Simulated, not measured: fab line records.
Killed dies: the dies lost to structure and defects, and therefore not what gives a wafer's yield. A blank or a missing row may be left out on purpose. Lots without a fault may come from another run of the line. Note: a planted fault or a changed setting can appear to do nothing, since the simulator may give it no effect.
Struck lot and sound lot, side by side ; flow sky130 ; 15 steps out of a route of 708
Sound: these wafers, L181.1, L181.3, L181.4. The struck wafers were L191.1, L191.4, L191.5. Last of all comes the cause.
Each step with rows lists, per side, the tool, then ch with its chambers, then its first start. Under that, the readings that differ: sound wafers ; struck wafers ; difference of the means ; sigmas: that difference in standard deviations of wafers without a fault.
alike: a reading whose means differ by less than 2 such deviations, as well as words and numbers matching on both sides. not compared: withheld readings; readings where some wafer has no value; bounds like >300 that might hide an equal value; numbers whose values overlap and for which the record gives no deviation.
A row with sigmas, a row that says differs or no value, or rows on one side alone: a step with any of these is where the two part. When numbers do not overlap yet have no deviation, they are printed without sigmas and do not part them. Lack of a reading on every wafer of one side parts them only where that side has two or more wafers.

SKY_VT_ADJUST_HVTP_OVL_MEAS_08:
  sound on overlay-02, day 6 06:56; struck on overlay-01, day 9 00:11
  alike: VT_ADJUST_HVTP_OVL
then, 1 step without rows for these wafers: SKY_VT_ADJUST_HVTP_IMPLANT_09.
SKY_VT_ADJUST_HVTP_STRIP_10: strips in O2/N2.
  sound on plasma-asher-02 ch 0,1, day 6 07:07; struck on plasma-asher-04 ch 0,1, day 9 00:22
reading;sound;struck;difference;sigmas
drypump-motor-current-A (A);5.0 5.0 5.6;6.4 6.6 6.4;+1.3;+2
  alike: oes-product-au, strip-time-to-endpoint-s
  not compared: rf-hours-counter-h
SKY_VT_ADJUST_HVTP_TW_MEAS_11:
  sound on film-metro-03, day 6 07:13; struck on film-metro-02, day 9 00:28
  alike: VT_ADJUST_HVTP_TW
then, 7 steps without rows for these wafers: SKY_VT_ADJUST_LVTN_DEHYDRATE_00 (time 60 s); SKY_VT_ADJUST_LVTN_HMDS_01 (prime time 60 s); SKY_VT_ADJUST_LVTN_COAT_02 (resist thk 3000 nm); SKY_VT_ADJUST_LVTN_SOFTBAKE_03; SKY_VT_ADJUST_LVTN_EXPOSE_04 (exposes mask NWM COMPLEMENT LESS NATIVE, target cd 840 nm); SKY_VT_ADJUST_LVTN_PEB_05; SKY_VT_ADJUST_LVTN_DEVELOP_06 (develop time 60 s).
SKY_VT_ADJUST_LVTN_OVL_MEAS_07:
  sound on overlay-01, day 7 01:43; struck on overlay-01, day 9 21:58
reading;sound;struck;difference;sigmas
VT_ADJUST_LVTN_OVL (nm);2.9 2.7 3.3;-1.3 -1.9 1.0;-3.7;-2
SKY_VT_ADJUST_LVTN_IMPLANT_08:
  sound on implanter-02 ch 0, day 7 01:46; struck on implanter-02 ch 0, day 9 22:00
reading;sound;struck;difference;sigmas
beam-energy-keV;30.006 30.008 29.995;28.753 28.744 28.761;-1.250;-99 or more
model.implant.rp-nm (nm);98.18 98.18 98.18;91.12 91.12 91.12;-7.06;
model.implant.drp-nm (nm);42.97 42.97 42.97;41.46 41.46 41.46;-1.51;
  alike: faraday-current-uA
SKY_VT_ADJUST_LVTN_STRIP_09: strips in O2/N2.
  sound on plasma-asher-02 ch 0,1, day 7 01:55; struck on plasma-asher-04 ch 0,1, day 9 22:09
reading;sound;struck;difference;sigmas
drypump-motor-current-A (A);5.0 5.0 5.6;6.6 6.4 6.6;+1.3;+2
  alike: oes-product-au, strip-time-to-endpoint-s
  not compared: rf-hours-counter-h
-- record jumps: 39 days separate the struck wafers' starts on either side; left off in module VT_ADJUST_LVTN, taken up again in module PAD_OPEN, whose first shown step is the route's number 708 --
SKY_PAD_OPEN_PROBE_99:
  rows exist in the record for the struck wafers here (prober-02, day 48 11:23), but not for the sound ones

== WHERE THEY PART ==
First at SKY_VT_ADJUST_HVTP_STRIP_10; last, within this record, at SKY_PAD_OPEN_PROBE_99.

WHY: what the simulator had put in
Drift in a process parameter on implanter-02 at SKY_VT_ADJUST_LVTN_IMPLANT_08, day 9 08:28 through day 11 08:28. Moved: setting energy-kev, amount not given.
